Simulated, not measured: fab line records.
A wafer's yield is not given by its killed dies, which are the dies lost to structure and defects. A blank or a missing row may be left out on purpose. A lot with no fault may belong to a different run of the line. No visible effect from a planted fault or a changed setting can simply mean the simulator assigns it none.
Which tool is to blame?	flow gf180mcu	Sampling: 7 lots, 20 wafers, 4 of 602 route steps

WHAT EACH GAUGE READ, for each wafer
GF_V5_RS_MEAS_24: uses a four-point probe to measure.
lot	measured	on	V5_W_RS (ohm/sq)
L547	day 27 17:21	filmMetro-02	0.3201 0.3232 0.3244
L549	day 28 11:36	filmMetro-02	0.3284 0.3264 0.3260
L551	day 29 10:52	filmMetro-02	0.3280 0.3286 0.3252
L553	day 29 14:46	filmMetro-04	0.3242 0.3281 0.3289
L562	day 32 03:52	filmMetro-02	0.3267 0.3226
L566	day 33 01:18	filmMetro-01	0.3304 0.3279 0.3298
L568	day 33 20:01	filmMetro-01	0.3323 0.3244 0.3288

WHAT TOOL EACH LOT RAN ON (gives the tool, then ch and the chambers of the sampled wafers, and finally the start)
lot	GF_M1_SPUTTER_04	GF_V5_SPUTTER_21	GF_V5_SPUTTER_22
L547	pvdSputter-03, day 16 18:23	pvdSputter-01, day 27 17:08	pvdSputter-01, day 27 17:12
L549	pvdSputter-03, day 17 17:14	pvdSputter-02, day 28 11:23	pvdSputter-02, day 28 11:27
L551	pvdSputter-04, day 18 16:20	pvdSputter-03, day 29 10:39	pvdSputter-03, day 29 10:43
L553	pvdSputter-03, day 19 01:52	pvdSputter-01, day 29 14:34	pvdSputter-01, day 29 14:37
L562	pvdSputter-02, day 22 09:46	pvdSputter-02, day 32 03:38	pvdSputter-02, day 32 03:42
L566	pvdSputter-04, day 23 13:23	pvdSputter-03, day 33 01:05	pvdSputter-03, day 33 01:08
L568	pvdSputter-03, day 24 15:26	pvdSputter-01, day 33 19:48	pvdSputter-01, day 33 19:52
- GF_M1_SPUTTER_04: material TiN, target thk 50 nm, time 41.7 s.
- GF_V5_SPUTTER_21: material Ti, target thk 15 nm, time 80.02 s.
- GF_V5_SPUTTER_22: material TiN, target thk 10 nm, time 40 s.

THE ANSWER, worked out from the rows above alone
Rule: usual is defined by the lots themselves. Put in order of their means at a reading, lots are off if they are a third of the lots or fewer, leave a main group of 4 or more, and stand apart from it by a gap of 3 or more times the standard deviation of the main group's means; of several such gaps the widest counts. A main group whose means are all the same, to the digits that the tables above print for the reading, isn't used. A lot without any number at a reading at which 4 lots or more have one is off too. Where the step has rows for the other lots, those lots are counted as sound.
Across all readings shown, no lot is off: no conclusion can be drawn from this.

WHAT HAD BEEN PUT IN BY THE SIMULATOR
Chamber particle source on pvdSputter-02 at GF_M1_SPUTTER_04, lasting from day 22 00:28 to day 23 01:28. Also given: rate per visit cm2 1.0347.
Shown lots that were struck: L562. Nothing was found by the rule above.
